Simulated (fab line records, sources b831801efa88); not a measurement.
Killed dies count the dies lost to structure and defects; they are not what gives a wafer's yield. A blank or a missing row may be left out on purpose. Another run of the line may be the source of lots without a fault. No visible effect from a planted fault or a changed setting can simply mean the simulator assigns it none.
Matching of chambers ; flow sky130 ; SKY_POLY_GATE_ETCH_16 on rieDiel-04: 4 sister chambers
The step etches Si3N4 in CH3F/O2, stops on poly-Si, time 147.5 s, target depth 75 nm. 8 wafers are shown with their chamber, then 7 later ones without.

== WAFERS, EACH WITH ITS CHAMBER ==
wafer;chamber;oesProductAu (a.u.);throttleValvePct (%)
L563.2;2;0.638;10.534
L565.5;1;0.648;10.535
L565.6;3;0.648;10.526
L568.4;0;0.642;10.545
L568.5;1;0.638;10.551
L568.6;2;0.640;10.541
L574.2;0;0.637;10.533
L574.3;3;0.646;10.528

== WAFERS WITH NO CHAMBER GIVEN ==
wafer;oesProductAu (a.u.);throttleValvePct (%)
L574.5;0.638;10.545
L576.1;0.648;10.533
L576.4;0.646;10.548
L576.5;0.646;10.518
L579.1;0.639;10.532
L579.2;0.644;10.537
L579.4;0.629;10.523

== WHICH CHAMBER EACH ONE RAN IN ==
wafer;from the rows above;in truth
L574.5;can't be placed: 0 or 2 or 1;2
L576.1;can't be placed: 3 or 1 or 0 or 2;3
L576.4;can't be placed: 1 or 0 or 2 or 3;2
L576.5;can't be placed: 3 or 2 or 0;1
L579.1;can't be placed: 2 or 0 or 1 or 3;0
L579.2;can't be placed: 1 or 0 or 2 or 3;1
L579.4;can't be placed: 2 or 0 or 1 or 3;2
Correctly placed: 0 of 7. From these rows, 7 cannot be placed; in 6 the true chamber is one of the candidates. 0 placed wrongly.
How it was worked out, from the rows above alone: a wafer's distance from a chamber is the root of the sum, over the readings, of the square of ((its reading less the chamber's mean) divided by the reading's scatter). If the next closest chamber is less than 2 further off than the closest, the wafer can't be placed; otherwise it belongs to the closest. For every chamber, the mean is computed from those of its wafers that are shown. How the scatter is found: for the shown wafers, subtract from each reading the mean of its chamber, square and add these, divide the total by (wafers less chambers), then take the root.
